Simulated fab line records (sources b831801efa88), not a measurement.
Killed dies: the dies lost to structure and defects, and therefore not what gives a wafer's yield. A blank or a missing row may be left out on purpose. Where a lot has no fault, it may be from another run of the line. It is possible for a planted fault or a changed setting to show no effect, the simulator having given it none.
Code-filled problem report in 8D (eight disciplines) form -- flow gf180mcu -- the parts of the form that need people (team, actions taken, sign-off) are left out

## 1. WHAT WENT WRONG
Mean HV_LDD_01_OVL at GF_HV_LDD_OVL_MEAS_20: -53.8 nm over 6 wafers in 2 lots; fault-free wafers: 1.2 nm, standard deviation 1.2. That puts it -46 standard deviations away from the usual mean.
First observed at day 15 20:17: wafer L872.1, on overlay-01. The record holds 42 wafers of 14 lots with a number at this step. Rule for "out" (also "out of limits"): further than 4 standard deviations from the usual mean. Any other wafer with a number is counted as sound.

## 2. WHAT IT IS; WHAT IT IS NOT
question,is,is not
which readings at this step,HV_LDD_01_OVL,-
which lots,"L872, L874","L856, L858, L859, L860, L861, L862, L864, L870, L871, L876, L877, L879"
which wafers of those lots,all that have a number,-
read on which gauges,overlay-01,overlay-02
when,from day 15 20:17,"up to then (27 sound wafers); but 9 sound wafers of L876, L877, L879 came after"

## 3. SUSPECTS, AND WHAT RULES EACH OUT
Counting: a tool stays on the suspect list if, at a process step up to the reading, it processed all lots that are out and no sound lot following the first of them.
- the gauge at GF_HV_LDD_OVL_MEAS_20: kept. All the wafers that are out were read on overlay-01, and no step on other tools shows them out.
- iline_stepper-02 at GF_HV_LDD_EXPOSE_16 (exposes mask Pplus LV AREA, target cd 400 nm): kept. It processed each lot that is out, first L872 at day 15 09:40, and no sound lot thereafter; up to then, the last sound lot it processed was L871 at day 15 04:34.
Left after counting: iline_stepper-02 at GF_HV_LDD_EXPOSE_16, overlay-01 at GF_HV_LDD_OVL_MEAS_20.

## 4. THE CAUSE (what the simulator had put in)
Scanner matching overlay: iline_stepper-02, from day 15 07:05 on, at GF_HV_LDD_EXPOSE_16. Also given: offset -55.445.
This tool is one of the 2 suspects left after counting.

## 5. THE CHAIN OF EFFECTS, in route order
Each row: a reading whose mean over the struck wafers that have a number lies more than 3 standard deviations from the usual. Scope: only readings with a usual standard deviation given in the record; hours: median across lots of the time from each lot's start at the first step in this table that gives one to its start at this step; sigmas: change in usual standard deviations.
hours,step,reading,usual,on struck wafers,change,sigmas
0,GF_HV_LDD_OVL_MEAS_20,HV_LDD_01_OVL,1.2 nm,-53.8,-55.0,-46

## 6. WHAT WOULD HAVE CAUGHT IT SOONER
The first out-of-limits reading at a measuring or inspecting step in this record came at day 15 20:17, 13 hours after the fault's start at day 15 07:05.
Lots out: 2; of these, L874 started GF_HV_LDD_EXPOSE_16 on iline_stepper-02 after day 15 20:17. Holding the tool at that time would have saved it.
